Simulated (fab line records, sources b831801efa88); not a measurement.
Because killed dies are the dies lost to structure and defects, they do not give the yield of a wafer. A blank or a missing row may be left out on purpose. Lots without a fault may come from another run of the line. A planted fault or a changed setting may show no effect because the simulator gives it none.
Matching of chambers ; flow sky130 ; rie_si-02 running SKY_FIELD_ISO_ETCH_17: 4 sister chambers
The step etches Si in HBr/Cl2/O2, target depth 342 nm, time 97.7 s. 4 wafers are shown with their chamber, then 10 later ones without.

## EACH WAFER AND ITS CHAMBER
wafer;chamber;drypump_motor_current_A (A)
L927.2;0;6.4
L930.6;3;6.5
L932.3;2;5.6
L932.4;1;6.1

## WAFERS WITH NO CHAMBER GIVEN
wafer;drypump_motor_current_A (A)
L932.5;6.5
L933.1;5.5
L933.4;6.0
L933.6;6.1
L935.4;5.5
L935.5;5.6
L935.6;6.1
L936.1;6.4
L936.4;5.6
L936.6;6.5

## THE CHAMBER EACH PASSED THROUGH
wafer;from the rows above;in truth
L932.5;can't be placed: 3 or 0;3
L933.1;2;2
L933.4;1;1
L933.6;1;1
L935.4;2;2
L935.5;2;2
L935.6;1;1
L936.1;can't be placed: 0 or 3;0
L936.4;2;2
L936.6;can't be placed: 3 or 0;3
Correctly placed: 7 of 10. From these rows, 3 cannot be placed; in 3 the true chamber is one of the candidates. Number placed wrongly: 0.
How it was worked out, from the rows above alone: a wafer's distance from a chamber is the root of the sum, over the readings, of the square of ((its reading less the chamber's mean) divided by the reading's scatter). If the next closest chamber is less than 2 further off than the closest, the wafer can't be placed; otherwise it belongs to the closest. For every chamber, the mean is computed from those of its wafers that are shown. The scatter: root of mean squared gap, hidden wafer to nearest shown wafer, with one shown wafer a chamber.
